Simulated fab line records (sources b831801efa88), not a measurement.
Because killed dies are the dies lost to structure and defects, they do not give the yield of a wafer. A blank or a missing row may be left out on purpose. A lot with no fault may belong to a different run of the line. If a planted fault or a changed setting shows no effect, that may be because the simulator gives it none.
What tool caused it? + flow gf180mcu + 39 wafers from 13 lots sampled at 3 of the route's 602 steps

## WHAT EACH GAUGE READ, for each wafer
GF_HV_LDD_CD_MEAS_07 targets a cd of 400 nm.
| lot  | measured     | on       | cdNm (nm)         |
|------|--------------|----------|-------------------|
| L556 | day 10 09:31 | cdSem-02 | 401.5 399.7 402.2 |
| L558 | day 10 21:22 | cdSem-02 | 393.9 396.3 398.0 |
| L559 | day 11 09:23 | cdSem-02 | 425.8 427.4 428.0 |
| L560 | day 11 11:23 | cdSem-02 | 398.7 399.1 396.5 |
| L561 | day 11 20:56 | cdSem-02 | 426.5 428.1 427.3 |
| L569 | day 14 06:45 | cdSem-01 | 400.1 400.6 399.7 |
| L570 | day 14 15:26 | cdSem-01 | 399.5 398.3 399.3 |
| L572 | day 15 04:52 | cdSem-01 | 396.4 394.8 392.1 |
| L573 | day 15 14:56 | cdSem-02 | 404.7 401.7 400.9 |
| L574 | day 15 19:23 | cdSem-02 | 404.1 402.0 400.3 |
| L576 | day 16 12:37 | cdSem-02 | 398.2 400.1 399.5 |
| L577 | day 16 15:14 | cdSem-02 | 403.5 402.3 402.0 |
| L578 | day 17 02:02 | cdSem-01 | 399.5 398.0 398.7 |

## TOOL THAT RAN EACH LOT (tool first, then ch and the chambers of the sampled wafers, then the start)
| lot  | GF_VT_IMPLANT_STRIP_09              | GF_HV_LDD_DEVELOP_06             |
|------|-------------------------------------|----------------------------------|
| L556 | plasmaAsher-04 ch 0,1, day 5 22:39  | lithoTrack-01 ch 0, day 10 09:22 |
| L558 | plasmaAsher-01 ch 0,1, day 6 12:04  | lithoTrack-02 ch 0, day 10 21:13 |
| L559 | plasmaAsher-01 ch 0,1, day 6 17:33  | lithoTrack-02 ch 0, day 11 09:11 |
| L560 | plasmaAsher-02 ch 0,1, day 6 22:21  | lithoTrack-01 ch 0, day 11 11:15 |
| L561 | plasmaAsher-04 ch 0,1, day 7 05:12  | lithoTrack-02 ch 0, day 11 20:47 |
| L569 | plasmaAsher-02 ch 0,1, day 9 03:46  | lithoTrack-02 ch 0, day 14 06:37 |
| L570 | plasmaAsher-01 ch 0,1, day 9 11:04  | lithoTrack-02 ch 0, day 14 15:17 |
| L572 | plasmaAsher-01 ch 0,1, day 9 22:28  | lithoTrack-04 ch 0, day 15 04:43 |
| L573 | plasmaAsher-04 ch 0,1, day 10 05:49 | lithoTrack-02 ch 0, day 15 14:41 |
| L574 | plasmaAsher-04 ch 0,1, day 10 11:31 | lithoTrack-02 ch 0, day 15 19:14 |
| L576 | plasmaAsher-04 ch 0,1, day 11 01:28 | lithoTrack-01 ch 0, day 16 12:28 |
| L577 | plasmaAsher-02 ch 0,1, day 11 06:58 | lithoTrack-02 ch 0, day 16 15:05 |
| L578 | plasmaAsher-04 ch 0,1, day 11 13:01 | lithoTrack-04 ch 0, day 17 01:53 |
- GF_VT_IMPLANT_STRIP_09: strips in O2/N2.
- GF_HV_LDD_DEVELOP_06: develop time 60 s.

## AS READ BY THE TOOLS THEMSELVES (means over the sampled wafers that have a number; for cases with no such wafer, the mark the record gives instead)
GF_VT_IMPLANT_STRIP_09.
| lot  | tool           | chamberPressureMTorr (mTorr) | drypumpMotorCurrentA (A) | heaterPowerW (W) | oesProductAu (a.u.) | stripTimeToEndpointS (s) |
|------|----------------|------------------------------|--------------------------|------------------|---------------------|--------------------------|
| L556 | plasmaAsher-04 | 1501.1                       | 5.7                      | 332              | 0.715               | 12.60                    |
| L558 | plasmaAsher-01 | 1501.0                       | 6.1                      | 305              | 0.719               | 12.68                    |
| L559 | plasmaAsher-01 | 1501.5                       | 6.1                      | 305              | 0.716               | 12.55                    |
| L560 | plasmaAsher-02 | 1500.0                       | 5.2                      | 291              | 0.711               | 12.57                    |
| L561 | plasmaAsher-04 | 1499.8                       | 5.7                      | 337              | 0.719               | 12.62                    |
| L569 | plasmaAsher-02 | 1499.5                       | 5.1                      | 292              | 0.712               | 12.63                    |
| L570 | plasmaAsher-01 | 1499.8                       | 6.1                      | 303              | 0.712               | 12.65                    |
| L572 | plasmaAsher-01 | 1499.3                       | 6.2                      | 314              | 0.718               | 12.69                    |
| L573 | plasmaAsher-04 | 1498.7                       | 5.7                      | 335              | 0.721               | 12.70                    |
| L574 | plasmaAsher-04 | 1499.9                       | 5.8                      | 355              | 0.714               | 12.67                    |
| L576 | plasmaAsher-04 | 1500.9                       | 5.8                      | 358              | 0.715               | 12.62                    |
| L577 | plasmaAsher-02 | 1500.2                       | 5.1                      | 289              | 0.712               | 12.58                    |
| L578 | plasmaAsher-04 | 1500.4                       | 5.7                      | 340              | 0.715               | 12.64                    |

GF_HV_LDD_DEVELOP_06.
| lot  | tool          | chillPlateTempC (C) |
|------|---------------|---------------------|
| L556 | lithoTrack-01 | 23.01               |
| L558 | lithoTrack-02 | 22.89               |
| L559 | lithoTrack-02 | 23.01               |
| L560 | lithoTrack-01 | 22.94               |
| L561 | lithoTrack-02 | 22.92               |
| L569 | lithoTrack-02 | 23.03               |
| L570 | lithoTrack-02 | 22.97               |
| L572 | lithoTrack-04 | 23.04               |
| L573 | lithoTrack-02 | 22.86               |
| L574 | lithoTrack-02 | 23.20               |
| L576 | lithoTrack-01 | 22.88               |
| L577 | lithoTrack-02 | 22.91               |
| L578 | lithoTrack-04 | 22.80               |

## THE ANSWER, worked out from the rows above alone
Rule: what is usual is taken from the lots themselves. The widest of any qualifying gaps counts: lots, ordered by their means at a reading, are off when they make up no more than a third of the lots, leave a main group of 4 or more, and stand apart from it by 3 or more times the standard deviation of that group's means. The tables above print the reading to a certain number of digits; a main group whose means all agree to those digits is not used. Also off: a lot with no number at a reading for which 4 or more lots have one. All remaining lots with rows at the step are treated as sound. The gauges are gone through in route order, then the tools' own readings, and for those a lot's mean is taken as printed above. The first step at which some lot is off is used, and at that step the reading that is off furthest; a lot without a number counts as furthest.
Off: L559, L561, at GF_HV_LDD_CD_MEAS_07 (cdNm). Main group: mean 399.5 nm, sd 2.5.
A tool fits if, at a process step before that reading, it ran every lot that is off, and no sound lot after the first of them. The gauges at GF_HV_LDD_CD_MEAS_07 are tried like those tools. Of those tried, none fits.

## WHAT THE SIMULATOR PUT IN
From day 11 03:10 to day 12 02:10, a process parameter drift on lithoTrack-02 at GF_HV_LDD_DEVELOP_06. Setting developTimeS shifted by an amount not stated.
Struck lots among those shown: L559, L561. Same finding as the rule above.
